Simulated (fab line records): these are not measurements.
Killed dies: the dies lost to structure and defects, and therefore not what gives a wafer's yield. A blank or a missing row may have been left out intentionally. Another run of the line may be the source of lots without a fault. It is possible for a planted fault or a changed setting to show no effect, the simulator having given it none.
The tool behind it: which one? :: flow sfq-line :: 6 lots, 18 wafers sampled, at 2 steps of a route of 325

WHAT THE GAUGES SHOWED, per wafer
SFQ_M8_RS_MEAS_949: a four-point-probe measurement.
lot: L178
measured: day 79 10:59
on: film-metro-03
M8_AU_RS (ohm/sq): 0.1540 0.1526 0.1525

lot: L180
measured: day 84 04:51
on: film-metro-04
M8_AU_RS (ohm/sq): 0.1524 0.1529 0.1529

lot: L187
measured: day 85 11:51
on: film-metro-04
M8_AU_RS (ohm/sq): 0.1546 0.1480 0.1542

lot: L195
measured: day 90 03:09
on: film-metro-03
M8_AU_RS (ohm/sq): 0.1555 0.1553 0.1553

lot: L197
measured: day 92 05:46
on: film-metro-03
M8_AU_RS (ohm/sq): 0.1540 0.1542 0.1535

lot: L199
measured: day 92 14:10
on: film-metro-04
M8_AU_RS (ohm/sq): 0.1548 0.1542 0.1549

EACH LOT AND THE TOOL THAT RAN IT (in order: tool; ch and the chambers of the sampled wafers; start)
lot: L178
SFQ_TRILAYER_M8_DEP_EVAP_196: pvd-sputter-02, day 79 10:26

lot: L180
SFQ_TRILAYER_M8_DEP_EVAP_196: pvd-sputter-02, day 84 04:20

lot: L187
SFQ_TRILAYER_M8_DEP_EVAP_196: pvd-sputter-01, day 85 11:20

lot: L195
SFQ_TRILAYER_M8_DEP_EVAP_196: pvd-sputter-01, day 90 02:37

lot: L197
SFQ_TRILAYER_M8_DEP_EVAP_196: pvd-sputter-01, day 92 05:16

lot: L199
SFQ_TRILAYER_M8_DEP_EVAP_196: pvd-sputter-01, day 92 13:40
- SFQ_TRILAYER_M8_DEP_EVAP_196: material Au, target thk 180 nm, time 900 s.

THE ANSWER, worked out from the rows above alone
Rule: usual is defined by the lots themselves. Put in order of their means at a reading, lots are off if they are a third of the lots or fewer, leave a main group of 4 or more, and stand apart from it by a gap of 3 or more times the standard deviation of the main group's means; of several such gaps the widest counts. A main group is skipped when, at the precision printed for the reading in the tables above, its means are all equal. A lot without any number at a reading at which 4 lots or more have one is off too. Any other lot the step has rows for is counted as sound.
No lot is off at any reading shown: from this, nothing can be told.

WHAT THE SIMULATOR HAD PUT IN
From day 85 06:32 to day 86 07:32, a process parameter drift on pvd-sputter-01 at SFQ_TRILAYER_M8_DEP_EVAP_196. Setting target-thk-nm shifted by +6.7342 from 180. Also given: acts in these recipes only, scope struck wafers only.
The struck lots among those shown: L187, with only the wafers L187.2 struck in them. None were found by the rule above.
